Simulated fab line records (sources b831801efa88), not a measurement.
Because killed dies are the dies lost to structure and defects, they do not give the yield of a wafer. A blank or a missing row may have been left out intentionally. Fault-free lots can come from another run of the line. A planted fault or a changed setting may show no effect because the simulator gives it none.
Which tool is to blame?    flow gf180mcu    13 lots, 39 wafers sampled, at 3 steps of a route of 602

== WHAT THE GAUGES READ, wafer by wafer ==
GF_VT_IMPLANT_OVL_MEAS_18. Usual: VT_IMPLANT_01_OVL -0.1 nm, standard deviation 1.5.
lot   measured      on          VT_IMPLANT_01_OVL (nm)  flag
L201  day 6 19:30   overlay-01  -2.2 -3.8 -4.3          
L202  day 7 01:09   overlay-01  0.0 -0.1 -0.2           
L206  day 8 02:13   overlay-01  -0.1 -1.8 -0.7          
L207  day 8 07:23   overlay-01  -1.2 -0.8 -1.4          
L208  day 8 17:53   overlay-01  -0.7 0.4 1.9            
L209  day 8 22:57   overlay-02  0.7 0.8 1.9             
L210  day 9 05:24   overlay-02  -0.9 -2.0 -1.2          
L211  day 9 11:28   overlay-01  -3.3 -1.5 -2.5          
L212  day 9 15:19   overlay-02  -0.2 0.6 -0.3           
L217  day 10 23:00  overlay-01  -1.7 0.6 0.2            
L218  day 11 06:59  overlay-01  2.4 0.3 3.2             
L220  day 11 21:39  overlay-02  -1.4 -1.9 -1.6          
L221  day 12 01:33  overlay-02  0.0 -0.2 1.6            

GF_HV_LDD_OVL_MEAS_20. Usual: HV_LDD_01_OVL -0.7 nm, standard deviation 1.5.
lot   measured      on          HV_LDD_01_OVL (nm)  flag
L201  day 11 10:08  overlay-01  0.6 0.9 -1.3        
L202  day 11 15:30  overlay-01  -1.9 -1.2 -2.0      
L206  day 13 02:25  overlay-02  1.0 1.4 1.6         
L207  day 13 03:39  overlay-01  -1.8 -1.3 -2.3      
L208  day 13 19:31  overlay-02  -2.4 -1.7 -1.6      
L209  day 14 00:31  overlay-02  -1.2 -0.7 -1.6      
L210  day 14 05:15  overlay-01  0.3 0.0 1.5         
L211  day 14 12:33  overlay-02  -3.0 -0.9 -0.5      
L212  day 14 18:25  overlay-01  0.4 1.2 -0.7        
L217  day 16 12:00  overlay-01  -3.1 -3.0 -2.5      
L218  day 16 20:02  overlay-01  0.1 0.1 0.2         
L220  day 17 16:41  overlay-02  2.5 1.4 3.0         
L221  day 17 19:30  overlay-01  -1.1 -2.8 -0.1      

== WHAT TOOL EACH LOT RAN ON (gives the tool, then ch and the chambers of the sampled wafers, and finally the start) ==
lot   GF_VT_IMPLANT_STRIP_09
L201  plasmaAsher-04 ch 0,1, day 6 03:40
L202  plasmaAsher-01 ch 0,1, day 6 10:25
L206  plasmaAsher-02 ch 0,1, day 7 10:09
L207  plasmaAsher-02 ch 0,1, day 7 15:16
L208  plasmaAsher-04 ch 0,1, day 8 01:08
L209  plasmaAsher-02 ch 0,1, day 8 06:46
L210  plasmaAsher-04 ch 0,1, day 8 12:38
L211  plasmaAsher-04 ch 0,1, day 8 18:40
L212  plasmaAsher-04 ch 0,1, day 8 22:13
L217  plasmaAsher-02 ch 0,1, day 10 05:14
L218  plasmaAsher-01 ch 0,1, day 10 12:53
L220  plasmaAsher-04 ch 1, day 11 02:28
L221  plasmaAsher-01 ch 1, day 11 06:52
- GF_VT_IMPLANT_STRIP_09: strips in O2/N2.

== AS READ BY THE TOOLS THEMSELVES (means over the sampled wafers that have a number; for cases with no such wafer, the mark the record gives instead) ==
GF_VT_IMPLANT_STRIP_09. Usual: drypumpMotorCurrentA 5.8 A, standard deviation 0.55; heaterPowerW 345 W, standard deviation 22; n2FlowSccm 300.0 sccm, standard deviation 0.91; oesProductAu 0.716 a.u., standard deviation 0.0046; stripTimeToEndpointS 12.63 s, standard deviation 0.033.
lot   tool            drypumpMotorCurrentA (A)  heaterPowerW (W)  n2FlowSccm (sccm)  oesProductAu (a.u.)  stripTimeToEndpointS (s)  flag
L201  plasmaAsher-04  5.3                       339               300.3              0.715                12.56                     
L202  plasmaAsher-01  6.4                       342               300.0              0.714                12.58                     
L206  plasmaAsher-02  6.0                       336               300.0              0.717                12.63                     
L207  plasmaAsher-02  6.2                       355               300.5              0.714                12.61                     
L208  plasmaAsher-04  5.2                       342               299.8              0.718                12.63                     
L209  plasmaAsher-02  6.2                       355               299.9              0.712                12.61                     
L210  plasmaAsher-04  5.2                       335               300.4              0.713                12.62                     
L211  plasmaAsher-04  5.2                       343               299.6              0.715                12.60                     
L212  plasmaAsher-04  5.3                       336               299.5              0.715                12.65                     
L217  plasmaAsher-02  6.2                       352               300.8              0.712                12.68                     
L218  plasmaAsher-01  6.0                       360               299.8              0.719                12.59                     
L220  plasmaAsher-04  5.1                       342               301.1              0.716                12.65                     
L221  plasmaAsher-01  5.6                       380               298.9              0.719                12.66                     

== THE ANSWER, worked out from the rows above alone ==
Rule: lot off if the mean of its wafers having a number is beyond 3 standard deviations from the usual mean. A lot without any number at a reading at which 4 lots or more have one is off too. The other lots that the step has rows for count as sound. Order of review: gauges by route order, followed by the tools' own readings, for which a lot's mean as printed above is used. The first step at which some lot is off is used, and at that step the reading that is off furthest; a lot without a number counts as furthest.
No lot is off at any reading shown: from this, nothing can be told.

== WHAT THE SIMULATOR PUT IN ==
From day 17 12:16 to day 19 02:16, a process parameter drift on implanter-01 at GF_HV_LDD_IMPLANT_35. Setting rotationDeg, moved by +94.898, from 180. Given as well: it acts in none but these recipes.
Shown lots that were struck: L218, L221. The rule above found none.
